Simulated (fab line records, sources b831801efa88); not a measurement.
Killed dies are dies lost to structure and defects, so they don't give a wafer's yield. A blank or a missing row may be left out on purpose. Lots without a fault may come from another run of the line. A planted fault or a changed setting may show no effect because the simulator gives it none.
fab line records | flow sky130
record lots=15 wafers=45 last_day=50
route steps=708 shown VIA2@508
lots that met no fault: from a run of the same line without faults
start_h: hours from the record's first day to the start of the lot's first wafer shown | wait_h: hours since the lot's step before | " the same as in the row above | L1.1+2: a row that stands for several wafers | - no value, or no start given | * or withheld: withheld | < > ~ a bound
route shown NAME@n: a module of which the file shows steps, and the number in the route of the first | usual: mean/standard deviation of fault-free wafers | same: alike in all rows | chamber/n: place in a boat | sites: the reading at each site | _std_site: their standard deviation | _edge_site: outer sites' mean less inner sites' | radius_mm: how far each site lies from the wafer's centre | mask NAME#n: copy n | behind: the tool/chamber that last shaped the wafer | hold: why the lot was held/for how many hours/how that ended | device: the transistor (n, p or np) that didn't switch | end of line: the same wafers' tests at the end of the route | a step without rows: its recipe alone | killed: dies lost to structure and defects at the first sort, not the wafer's yield | map: a wafer's dies, x killed, . not, _ none there
set.NAME: the setting as run; set.NAME@STEP: as run at that earlier step | model.NAME: the simulator's own value behind a step, which no gauge read
steps of the route over a sample of lots; a table a step, a row a wafer
services: from which hour (start_h, from the record's first day; less than 0 if before it) a tool's chamber was out of use, for how many hours, and why
## steps
# step SKY_VIA2_THK_MEAS_01
# recipe reads=SiO2_of_VIA2_HDPCVD_00
# usual VIA2_HDPCVD_THK=1170/12
# columns lot.wafer tool chamber start_h wait_h VIA2_HDPCVD_THK[nm]
L347.1 film_metro-03 - 818.53 0.1 1162
L347.3 " - " " 1167
L347.5 " - " " 1167
L350.1 film_metro-04 - 834.49 0.1 1165
L350.4 " - " " 1181
L350.5 " - " " 1177
L351.1 film_metro-04 - 851.01 0.1 1177
L351.2 " - " " 1164
L351.3 " - " " 1173
L352.2 film_metro-02 - 855.02 0.1 1189
L352.5 " - " " 1171
L352.6 " - " " 1176
L353.2 film_metro-02 - 860.12 0.1 1155
L353.3 " - " " 1166
L353.5 " - " " 1180
L354.1 film_metro-03 - 870.42 0.1 1152
L354.2 " - " " 1161
L354.4 " - " " 1152
L358.1 film_metro-04 - 904.24 0.1 1164
L358.2 " - " " 1187
L358.3 " - " " 1160
L359.3 film_metro-02 - 907.39 0.1 1183
L359.5 " - " " 1178
L359.6 " - " " 1155
L360.2 film_metro-04 - 915.28 0.1 1167
L360.3 " - " " 1172
L360.5 " - " " 1165
L361.2 film_metro-04 - 922.73 0.1 1185
L361.3 " - " " 1167
L361.6 " - " " 1161
L362.2 film_metro-04 - 923.59 0.1 1168
L362.4 " - " " 1162
L362.5 " - " " 1157
L363.2 film_metro-04 - 934.84 0.1 1141
L363.3 " - " " 1159
L363.5 " - " " 1165
L364.1 film_metro-04 - 940.24 0.1 1185
L364.2 " - " " 1169
L364.4 " - " " 1162
L370.2 film_metro-02 - 986.32 0.1 1172
L370.3 " - " " 1162
L370.6 " - " " 1155
L369.3 film_metro-02 - 996.24 0.1 1174
L369.5 " - " " 1164
L369.6 " - " " 1151
# step SKY_VIA2_EXPOSE_09
# recipe mask_id=VIM2 na=0.8 source_shape=annular sigma_inner=0.55 sigma_outer=0.85 target_cd_nm=200 dose_mj=38
# usual exposure_dose_mJ_cm2=37.97/0.05 focus_offset_nm=0.1/0.48 na=0.8/0 sigma_outer=0.85/0
# columns lot.wafer tool chamber start_h wait_h mask exposure_dose_mJ_cm2 focus_offset_nm na sigma_outer
L347.1 krf_scanner-02 0 831.97 - VIM2#0 37.89 -1.0 0.8 0.85
L347.3 " 0 " " VIM2#0 37.90 -0.1 0.8 0.85
L347.5 " 0 " " VIM2#0 37.88 -0.8 0.8 0.85
L350.1 krf_scanner-02 0 848.24 - VIM2#0 37.92 -0.2 0.8 0.85
L350.4 " 0 " " VIM2#0 37.91 0.1 0.8 0.85
L350.5 " 0 " " VIM2#0 37.94 -0.2 0.8 0.85
L351.1 krf_scanner-01 0 864.94 - VIM2#0 37.97 0.6 0.8 0.85
L351.2 " 0 " " VIM2#0 37.95 -0.2 0.8 0.85
L351.3 " 0 " " VIM2#0 37.97 -0.3 0.8 0.85
L352.2 krf_scanner-02 0 868.89 - VIM2#0 37.93 0.3 0.8 0.85
L352.5 " 0 " " VIM2#0 37.95 -0.8 0.8 0.85
L352.6 " 0 " " VIM2#0 37.89 0.3 0.8 0.85
L353.2 krf_scanner-01 0 873.94 - VIM2#0 37.99 0.1 0.8 0.85
L353.3 " 0 " " VIM2#0 38.03 0.3 0.8 0.85
L353.5 " 0 " " VIM2#0 38.00 0.2 0.8 0.85
L354.1 krf_scanner-02 0 883.27 - VIM2#0 38.02 -0.4 0.8 0.85
L354.2 " 0 " " VIM2#0 37.93 -0.8 0.8 0.85
L354.4 " 0 " " VIM2#0 38.01 -0.3 0.8 0.85
L358.1 krf_scanner-02 0 917.47 - VIM2#0 37.93 0.5 0.8 0.85
L358.2 " 0 " " VIM2#0 37.95 -0.8 0.8 0.85
L358.3 " 0 " " VIM2#0 37.94 0.3 0.8 0.85
L359.3 krf_scanner-01 0 921.31 - VIM2#0 37.97 -0.1 0.8 0.85
L359.5 " 0 " " VIM2#0 37.98 0.2 0.8 0.85
L359.6 " 0 " " VIM2#0 38.03 0.2 0.8 0.85
L360.2 krf_scanner-02 0 929.09 - VIM2#0 37.95 -0.2 0.8 0.85
L360.3 " 0 " " VIM2#0 37.99 0.5 0.8 0.85
L360.5 " 0 " " VIM2#0 37.95 0.0 0.8 0.85
L361.2 krf_scanner-01 - 934.94 - VIM2#0 - - - -
L361.3 " - " " VIM2#0 - - - -
L361.6 " - " " VIM2#0 - - - -
L362.2 krf_scanner-02 - 935.74 - VIM2#0 - - - -
L362.4 " - " " VIM2#0 - - - -
L362.5 " - " " VIM2#0 - - - -
L363.2 krf_scanner-01 - 948.19 - VIM2#0 - - - -
L363.3 " - " " VIM2#0 - - - -
L363.5 " - " " VIM2#0 - - - -
L364.1 krf_scanner-02 0 953.69 - VIM2#0 37.97 0.0 0.8 0.85
L364.2 " 0 " " VIM2#0 38.00 0.6 0.8 0.85
L364.4 " 0 " " VIM2#0 37.94 0.6 0.8 0.85
L370.2 krf_scanner-01 0 998.92 - VIM2#0 38.00 -0.1 0.8 0.85
L370.3 " 0 " " VIM2#0 38.03 -0.2 0.8 0.85
L370.6 " 0 " " VIM2#0 38.04 0.4 0.8 0.85
L369.3 krf_scanner-01 0 1008.24 - VIM2#0 38.08 -0.1 0.8 0.85
L369.5 " 0 " " VIM2#0 37.98 -0.3 0.8 0.85
L369.6 " 0 " " VIM2#0 37.95 0.9 0.8 0.85
# step SKY_VIA2_CD_MEAS_12
# recipe target_cd_nm=200
# usual cd_nm=200.0/1.5
# columns lot.wafer tool chamber start_h wait_h cd_nm
L347.1 cd_sem-01 - 845.31 - 197.7
L347.3 " - " " 197.0
L347.5 " - " " 198.0
L350.1 cd_sem-01 - 860.35 - 197.5
L350.4 " - " " 199.0
L350.5 " - " " 198.3
L351.1 cd_sem-02 - 877.69 - 200.4
L351.2 " - " " 201.3
L351.3 " - " " 198.9
L352.2 cd_sem-01 - 880.91 - 198.6
L352.5 " - " " 198.2
L352.6 " - " " 198.8
L353.2 cd_sem-02 - 886.38 - 201.9
L353.3 " - " " 202.4
L353.5 " - " " 199.6
L354.1 cd_sem-02 - 896.75 - 199.1
L354.2 " - " " 199.6
L354.4 " - " " 198.3
L358.1 cd_sem-02 - 929.86 - 200.6
L358.2 " - " " 199.9
L358.3 " - " " 198.8
L359.3 cd_sem-02 - 933.45 - 198.6
L359.5 " - " " 198.0
L359.6 " - " " 199.7
L360.2 cd_sem-02 - 940.53 - 199.5
L360.3 " - " " 199.5
L360.5 " - " " 201.0
L361.2 cd_sem-02 - 947.27 - -
L361.3 " - " " -
L361.6 " - " " -
L362.2 cd_sem-02 - 948.81 - -
L362.4 " - " " -
L362.5 " - " " -
L363.2 cd_sem-02 - 959.57 - -
L363.3 " - " " -
L363.5 " - " " -
L364.1 cd_sem-01 - 964.91 - 201.0
L364.2 " - " " 201.1
L364.4 " - " " 199.5
L370.2 cd_sem-01 - 1009.86 - 201.1
L370.3 " - " " 200.0
L370.6 " - " " 200.9
L369.3 cd_sem-02 - 1018.94 - 200.3
L369.5 " - " " 200.8
L369.6 " - " " 200.2
## services
# columns tool chamber start_h hours kind
krf_scanner-01 - 814.65 0.8 pm
krf_scanner-02 - 819.14 1.3 pm
krf_scanner-01 - 823.10 0.3 repair
krf_scanner-02 - 838.32 0.8 pm
krf_scanner-02 - 847.17 0.7 repair
krf_scanner-01 0 880.82 - calibration
krf_scanner-02 - 894.12 1.0 pm
krf_scanner-01 - 912.53 1.3 pm
krf_scanner-01 - 915.13 1.0 pm
krf_scanner-02 - 922.28 4.0 pm
krf_scanner-02 - 954.57 4.4 pm
krf_scanner-02 0 957.43 - calibration
krf_scanner-01 - 962.71 4.0 pm
krf_scanner-01 - 983.45 0.8 pm
krf_scanner-02 - 995.04 1.3 pm
krf_scanner-02 - 1007.12 0.8 pm
## key
first_sign step=SKY_VIA2_EXPOSE_09 reading=tool_record direction=missing
effect none on later readings
met_at SKY_VIA2_EXPOSE_09
struck_lots L361,L362,L363
later_rows_left_out L361.2,L361.3,L361.6,L362.2,L362.4,L362.5,L363.2,L363.3,L363.5
sort_left_out L361.2,L361.3,L361.6,L362.2,L362.4,L362.5,L363.2,L363.3,L363.5
not_acting_at SKY_VIA2_THK_MEAS_01,SKY_VIA2_CD_MEAS_12
onset_between 929.09 934.94
fault kind=skipped_step_whole tool=krf_scanner-01,krf_scanner-02 chamber=- onset_h=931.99 steps=SKY_VIA2_EXPOSE_09 scope=struck_lots_only
# sort_left_out: the simulated sort isn't trusted on such a fault, so these wafers' sort isn't shown, and their yield isn't known
# later_rows_left_out: the simulator's readings of these wafers behind a module that went badly wrong aren't trusted and aren't shown, but for the sort
